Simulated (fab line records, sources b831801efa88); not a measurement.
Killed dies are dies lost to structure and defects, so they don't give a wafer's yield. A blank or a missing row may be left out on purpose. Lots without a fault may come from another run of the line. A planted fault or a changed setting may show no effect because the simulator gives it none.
A struck lot beside a sound one | flow sky130 | 16 steps out of a route of 708
Sound: wafers L118.2, L118.3, L118.4. Struck: wafers L116.2, L116.4. (L116.3 of the same lot was not struck and is left out.) The cause comes at the end.
At each step with rows: each side's tool, then ch and its chambers, then its first start. Under that, the readings that differ: sound wafers | struck wafers | difference of the means | sigmas: that difference in standard deviations of wafers without a fault.
alike: readings whose means differ by less than 2 such deviations, and words and numbers that are the same on both sides. not compared: withheld readings, readings that some wafer has no value for, bounds like >300 that may hide the same value, and numbers for which the record gives no deviation and whose values overlap.
The two part at a step that has a row with sigmas, a row that says differs or no value, or rows on one side only. Numbers that don't overlap but have no deviation are shown without sigmas and don't part them. A reading that every wafer of one side lacks parts them only if that side has two wafers or more.

SKY_METAL5_SPUTTER_03: material Ti, target thk 5 nm, time 3.3 s.
  sound on pvd_sputter-03, day 48 08:34; struck on pvd_sputter-03, day 48 00:51
  alike: throttle_valve_pct
SKY_METAL5_SPUTTER_04: material TiN, target thk 70 nm, time 58.3 s.
  sound on pvd_sputter-03, day 48 08:34; struck on pvd_sputter-03, day 48 00:52
  alike: throttle_valve_pct
SKY_METAL5_RS_MEAS_05: measures by four-point-probe.
  sound on film_metro-04, day 48 08:38; struck on film_metro-04, day 48 00:56
  alike: METAL5_ALCU_RS
SKY_METAL5_THK_MEAS_06: measures by xrf.
  sound on film_metro-04, day 48 08:45; struck on film_metro-04, day 48 01:03
  alike: METAL5_ALCU_THK
then, 7 steps without rows for these wafers: SKY_METAL5_DEHYDRATE_07 (time 60 s); SKY_METAL5_HMDS_08 (prime time 60 s); SKY_METAL5_COAT_09 (resist thk 1800 nm); SKY_METAL5_SOFTBAKE_10 (time 60 s); SKY_METAL5_EXPOSE_11 (exposes mask MM5, target cd 1600 nm); SKY_METAL5_PEB_12; SKY_METAL5_DEVELOP_13 (develop time 60 s).
SKY_METAL5_DESCUM_14: chemistry O2, time 11 s.
  sound on rie_metal-03 ch 0,1, day 49 01:41; struck on rie_metal-01 ch 0,1, day 48 18:23
  reading                     | sound          | struck    | difference | sigmas
  drypump_motor_current_A (A) | 6.76 6.77 6.10 | 5.53 5.73 | -0.91      | -4
  alike: oes_product_au, temp_c
  not compared: rf_hours_counter_h
SKY_METAL5_METAL_ETCH_15: etches the open film in Cl2/BCl3, stops on SiO2, target depth 1260 nm, time 252 s.
  sound on rie_metal-03 ch 0,1, day 49 01:43; struck on rie_metal-01 ch 0,1, day 48 18:26
  reading                                     | sound             | struck      | difference | sigmas
  drypump_motor_current_A (A)                 | 6.79 6.78 6.11    | 5.53 5.72   | -0.94      | -4
  oes_product_au (a.u.)                       | 0.899 0.886 0.900 | 0.996 0.997 | +0.101     | +21
  run_length_s (s)                            | 279.5 279.6 280.9 | 256.2 256.6 | -23.6      | -35
  model.NOVOLAK_of_METAL5_COAT_09.thk_nm (nm) | 1037 1039 1042    | 1090 1095   | +53        |
  alike: throttle_valve_pct
  not compared: rf_hours_counter_h
SKY_METAL5_STRIP_16: strips in O2/N2.
  sound on plasma_asher-04 ch 0,1, day 49 01:57; struck on plasma_asher-01 ch 0, day 48 18:40
  reading                      | sound             | struck      | difference | sigmas
  strip_time_to_endpoint_s (s) | 13.09 13.13 13.14 | 13.70 13.76 | +0.61      | +4
  alike: drypump_motor_current_A, oes_product_au
  not compared: rf_hours_counter_h
then, 1 step without rows for these wafers: SKY_METAL5_STRIP_17 (strips in post etch residue remover, time 1200 s).
SKY_PAD_OPEN_PROBE_99:
  sound on prober-01, day 50 15:19; struck on prober-01, day 50 09:10
  reading                 | sound        | struck    | difference | sigmas
  sort_bin_5_function (%) | 8.5 8.7 10.0 | 13.6 11.2 | +3.3       | +2
  alike: defect_limited_yield, killed_at_M0_to_M3, killed_at_M4_up, killed_at_contacts, killed_at_front_end, killed_dies, killed_open, killed_short, sort_bin_3_pad_short, sort_bin_6_memory, sort_n_pass, sort_yield_pct

WHERE THEY PART
First at SKY_METAL5_DESCUM_14; last, within this record, at SKY_PAD_OPEN_PROBE_99.

WHY: what the simulator had put in
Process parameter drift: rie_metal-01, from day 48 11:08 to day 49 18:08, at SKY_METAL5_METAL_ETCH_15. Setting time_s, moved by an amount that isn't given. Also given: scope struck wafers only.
